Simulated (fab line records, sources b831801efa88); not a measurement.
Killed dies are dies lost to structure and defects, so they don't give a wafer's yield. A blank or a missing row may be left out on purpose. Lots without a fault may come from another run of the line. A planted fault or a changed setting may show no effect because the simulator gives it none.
Which tool did it? | flow sky130 | 6 lots, 18 wafers sampled, at 3 steps of a route of 708

WHAT THE GAUGES READ, wafer by wafer
SKY_NWELL_TW_MEAS_15.
lot  | measured     | on            | NWELL_TW
L415 | day 5 01:40  | film_metro-03 | 1814 1816 1808
L418 | day 5 18:41  | film_metro-01 | 1825 1827 1821
L420 | day 6 06:20  | film_metro-04 | 1825 1821 1826
L423 | day 7 01:39  | film_metro-03 | 1670 1668 1680
L432 | day 9 08:24  | film_metro-01 | 1825 1820 1823
L436 | day 10 03:25 | film_metro-03 | 1802 1818 1811

WHICH TOOL RAN EACH LOT (tool, then ch and the chambers of the sampled wafers, then the start)
lot  | SKY_FIELD_ISO_ETCH_14             | SKY_NWELL_IMPLANT_11
L415 | rie_diel-01 ch 0,1,2, day 2 15:20 | implanter-02 ch 0, day 5 01:07
L418 | rie_diel-04 ch 1,2,3, day 3 07:54 | implanter-04 ch 0, day 5 18:08
L420 | rie_diel-04 ch 0,3, day 3 17:14   | implanter-01 ch 0, day 6 05:47
L423 | rie_diel-01 ch 0,2, day 4 07:54   | implanter-04 ch 0, day 7 01:07
L432 | rie_diel-03 ch 0,3, day 6 07:41   | implanter-02 ch 0, day 9 07:52
L436 | rie_diel-01 ch 1,2, day 7 04:26   | implanter-04 ch 0, day 10 02:52
- SKY_FIELD_ISO_ETCH_14: etches BARC in N2/H2, stops on SiO2, time 45.9 s, target depth 60 nm.
- SKY_NWELL_IMPLANT_11

THE ANSWER, worked out from the rows above alone
Rule: what is usual is taken from the lots themselves. Put in order of their means at a reading, lots are off if they are a third of the lots or fewer, leave a main group of 4 or more, and stand apart from it by a gap of 3 or more times the standard deviation of the main group's means; of several such gaps the widest counts. A main group whose means are all the same, to the digits that the tables above print for the reading, isn't used. A lot without any number at a reading at which 4 lots or more have one is off too. The other lots that the step has rows for count as sound.
Off: L423, at SKY_NWELL_TW_MEAS_15 (NWELL_TW). The main group: mean 1819, standard deviation 6.
A tool fits if, at a process step before that reading, it ran every lot that is off, and no sound lot after the first of them. The gauges at SKY_NWELL_TW_MEAS_15 are tried like those tools. None of those tried fits.

WHAT THE SIMULATOR HAD PUT IN
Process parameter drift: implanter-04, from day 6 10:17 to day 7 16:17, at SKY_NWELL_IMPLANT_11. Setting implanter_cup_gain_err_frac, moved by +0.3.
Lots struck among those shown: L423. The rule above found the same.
